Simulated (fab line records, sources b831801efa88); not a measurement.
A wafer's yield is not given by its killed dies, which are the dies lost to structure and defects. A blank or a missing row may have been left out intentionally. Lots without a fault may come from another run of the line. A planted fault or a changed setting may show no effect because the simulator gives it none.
What tool caused it? / flow sky130 / 13 lots, 39 wafers sampled, at 4 steps of a route of 708

## WHAT EACH GAUGE READ, for each wafer
SKY_SD_N_CD_MEAS_07 targets a cd of 380 nm. Usual: cdNm 380 nm, standard deviation 3.3.
lot=L931; measured=day 27 17:56; on=cdSem-02; cdNm (nm)=382 381 380; flag=
lot=L933; measured=day 28 10:01; on=cdSem-01; cdNm (nm)=376 373 375; flag=
lot=L934; measured=day 28 19:31; on=cdSem-01; cdNm (nm)=382 382 383; flag=
lot=L935; measured=day 29 04:25; on=cdSem-01; cdNm (nm)=382 385 380; flag=
lot=L936; measured=day 29 06:54; on=cdSem-01; cdNm (nm)=379 378 377; flag=
lot=L937; measured=day 29 20:50; on=cdSem-01; cdNm (nm)=382 382 382; flag=
lot=L938; measured=day 30 09:55; on=cdSem-02; cdNm (nm)=380 379 379; flag=
lot=L944; measured=day 32 07:16; on=cdSem-01; cdNm (nm)=380 380 377; flag=
lot=L946; measured=day 33 04:47; on=cdSem-01; cdNm (nm)=393 394 393; flag=OFF
lot=L950; measured=day 34 02:29; on=cdSem-01; cdNm (nm)=382 377 381; flag=
lot=L951; measured=day 34 08:01; on=cdSem-02; cdNm (nm)=377 378 378; flag=
lot=L952; measured=day 34 18:02; on=cdSem-01; cdNm (nm)=381 382 381; flag=
lot=L953; measured=day 35 00:16; on=cdSem-02; cdNm (nm)=383 383 385; flag=

SKY_SD_N_TW_MEAS_12. Usual: SD_N_TW 3972, standard deviation 23.
lot=L931; measured=day 27 18:32; on=filmMetro-01; SD_N_TW=3950 3976 3960; flag=
lot=L933; measured=day 28 10:35; on=filmMetro-01; SD_N_TW=3943 3947 3952; flag=
lot=L934; measured=day 28 20:05; on=filmMetro-01; SD_N_TW=3928 3932 3926; flag=
lot=L935; measured=day 29 04:58; on=filmMetro-03; SD_N_TW=3973 4002 3997; flag=
lot=L936; measured=day 29 07:26; on=filmMetro-03; SD_N_TW=3962 3979 3976; flag=
lot=L937; measured=day 29 21:24; on=filmMetro-01; SD_N_TW=3969 3968 3971; flag=
lot=L938; measured=day 30 10:28; on=filmMetro-04; SD_N_TW=3976 3987 3965; flag=
lot=L944; measured=day 32 07:50; on=filmMetro-03; SD_N_TW=4000 4000 3983; flag=
lot=L946; measured=day 33 05:21; on=filmMetro-03; SD_N_TW=3990 3986 3982; flag=
lot=L950; measured=day 34 03:02; on=filmMetro-03; SD_N_TW=3991 3978 3974; flag=
lot=L951; measured=day 34 08:35; on=filmMetro-04; SD_N_TW=3965 3967 3958; flag=
lot=L952; measured=day 34 18:35; on=filmMetro-01; SD_N_TW=3951 3971 3949; flag=
lot=L953; measured=day 35 00:48; on=filmMetro-03; SD_N_TW=3981 3966 3986; flag=

## TOOL THAT RAN EACH LOT (tool first, then ch and the chambers of the sampled wafers, then the start)
lot=L931; SKY_POLY_CUT_ETCH_10=rieDiel-02 ch 0,3, day 24 02:10; SKY_SD_N_DEVELOP_06=lithoTrack-01 ch 0, day 27 17:48
lot=L933; SKY_POLY_CUT_ETCH_10=rieDiel-04 ch 0,1, day 24 17:38; SKY_SD_N_DEVELOP_06=lithoTrack-01 ch 0, day 28 09:52
lot=L934; SKY_POLY_CUT_ETCH_10=rieDiel-01 ch 0,2,3, day 25 05:09; SKY_SD_N_DEVELOP_06=lithoTrack-01 ch 0, day 28 19:22
lot=L935; SKY_POLY_CUT_ETCH_10=rieDiel-01 ch 0,1,3, day 25 12:48; SKY_SD_N_DEVELOP_06=lithoTrack-03 ch 0, day 29 04:11
lot=L936; SKY_POLY_CUT_ETCH_10=rieDiel-01 ch 1,3, day 25 17:00; SKY_SD_N_DEVELOP_06=lithoTrack-01 ch 0, day 29 06:43
lot=L937; SKY_POLY_CUT_ETCH_10=rieDiel-02 ch 1,2,3, day 26 08:03; SKY_SD_N_DEVELOP_06=lithoTrack-03 ch 0, day 29 20:41
lot=L938; SKY_POLY_CUT_ETCH_10=rieDiel-01 ch 0,2, day 26 21:18; SKY_SD_N_DEVELOP_06=lithoTrack-03 ch 0, day 30 09:46
lot=L944; SKY_POLY_CUT_ETCH_10=rieDiel-01 ch 0,2,3, day 28 20:39; SKY_SD_N_DEVELOP_06=lithoTrack-01 ch 0, day 32 07:07
lot=L946; SKY_POLY_CUT_ETCH_10=rieDiel-02 ch 1,2, day 29 19:45; SKY_SD_N_DEVELOP_06=lithoTrack-03 ch 0, day 33 04:38
lot=L950; SKY_POLY_CUT_ETCH_10=rieDiel-04 ch 0,3, day 30 17:24; SKY_SD_N_DEVELOP_06=lithoTrack-01 ch 0, day 34 02:21
lot=L951; SKY_POLY_CUT_ETCH_10=rieDiel-01 ch 0,1,2, day 31 00:42; SKY_SD_N_DEVELOP_06=lithoTrack-01 ch 0, day 34 07:52
lot=L952; SKY_POLY_CUT_ETCH_10=rieDiel-02 ch 0,2, day 31 08:36; SKY_SD_N_DEVELOP_06=lithoTrack-01 ch 0, day 34 17:54
lot=L953; SKY_POLY_CUT_ETCH_10=rieDiel-04 ch 0,1,3, day 31 16:57; SKY_SD_N_DEVELOP_06=lithoTrack-02 ch 0, day 35 00:07
- SKY_POLY_CUT_ETCH_10: etches BARC in N2/H2, stops on SiO2, time 45.9 s, target depth 60 nm.
- SKY_SD_N_DEVELOP_06: develop time 60 s.

## WHAT THE TOOLS THEMSELVES READ (means of the sampled wafers that have a number; where no wafer has one, the mark that the record gives instead)
SKY_POLY_CUT_ETCH_10. Usual: drypumpMotorCurrentA 6.0 A, standard deviation 0.37; oesProductAu 0.856 a.u., standard deviation 0.0046; throttleValvePct 13.224 %, standard deviation 0.0085.
lot=L931; tool=rieDiel-02; drypumpMotorCurrentA (A)=6.0; oesProductAu (a.u.)=0.854; throttleValvePct (%)=13.219; flag=
lot=L933; tool=rieDiel-04; drypumpMotorCurrentA (A)=6.1; oesProductAu (a.u.)=0.859; throttleValvePct (%)=13.230; flag=
lot=L934; tool=rieDiel-01; drypumpMotorCurrentA (A)=6.1; oesProductAu (a.u.)=0.855; throttleValvePct (%)=13.219; flag=
lot=L935; tool=rieDiel-01; drypumpMotorCurrentA (A)=5.9; oesProductAu (a.u.)=0.861; throttleValvePct (%)=13.224; flag=
lot=L936; tool=rieDiel-01; drypumpMotorCurrentA (A)=5.5; oesProductAu (a.u.)=0.853; throttleValvePct (%)=13.219; flag=
lot=L937; tool=rieDiel-02; drypumpMotorCurrentA (A)=6.0; oesProductAu (a.u.)=0.854; throttleValvePct (%)=13.217; flag=
lot=L938; tool=rieDiel-01; drypumpMotorCurrentA (A)=6.4; oesProductAu (a.u.)=0.852; throttleValvePct (%)=13.223; flag=
lot=L944; tool=rieDiel-01; drypumpMotorCurrentA (A)=6.0; oesProductAu (a.u.)=0.855; throttleValvePct (%)=13.228; flag=
lot=L946; tool=rieDiel-02; drypumpMotorCurrentA (A)=5.8; oesProductAu (a.u.)=0.852; throttleValvePct (%)=13.224; flag=
lot=L950; tool=rieDiel-04; drypumpMotorCurrentA (A)=6.3; oesProductAu (a.u.)=0.852; throttleValvePct (%)=13.231; flag=
lot=L951; tool=rieDiel-01; drypumpMotorCurrentA (A)=6.1; oesProductAu (a.u.)=0.855; throttleValvePct (%)=13.217; flag=
lot=L952; tool=rieDiel-02; drypumpMotorCurrentA (A)=5.6; oesProductAu (a.u.)=0.861; throttleValvePct (%)=13.224; flag=
lot=L953; tool=rieDiel-04; drypumpMotorCurrentA (A)=6.1; oesProductAu (a.u.)=0.854; throttleValvePct (%)=13.222; flag=

## THE ANSWER, worked out from the rows above alone
Rule: take the mean of a lot's wafers that have a number; if it is more than 3 standard deviations from the usual mean, the lot is off. Also off: a lot with no number at a reading for which 4 or more lots have one. Where the step has rows for the other lots, those lots are counted as sound. After the gauges, taken in route order, come the tools' own readings; for these a lot's mean is taken, as printed above. At the first step where some lot is off, the reading lying furthest off is the one used; lots without a number count as furthest.
Off: L946, at SKY_SD_N_CD_MEAS_07 (cdNm).
A tool fits if, at a process step before that reading, it ran every lot that is off, and no sound lot after the first of them. The gauges at SKY_SD_N_CD_MEAS_07 are tried like those tools. One fits: lithoTrack-03 at SKY_SD_N_DEVELOP_06. A fault onset in the window from L938 (day 30 09:46, its last sound lot) to L946 (day 33 04:38, its first lot off) fits.

## WHAT HAD BEEN PUT IN BY THE SIMULATOR
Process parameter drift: lithoTrack-03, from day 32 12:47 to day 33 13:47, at SKY_SD_N_DEVELOP_06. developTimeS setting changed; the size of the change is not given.
Lots struck among those shown: L946. The rule above reached the same finding.
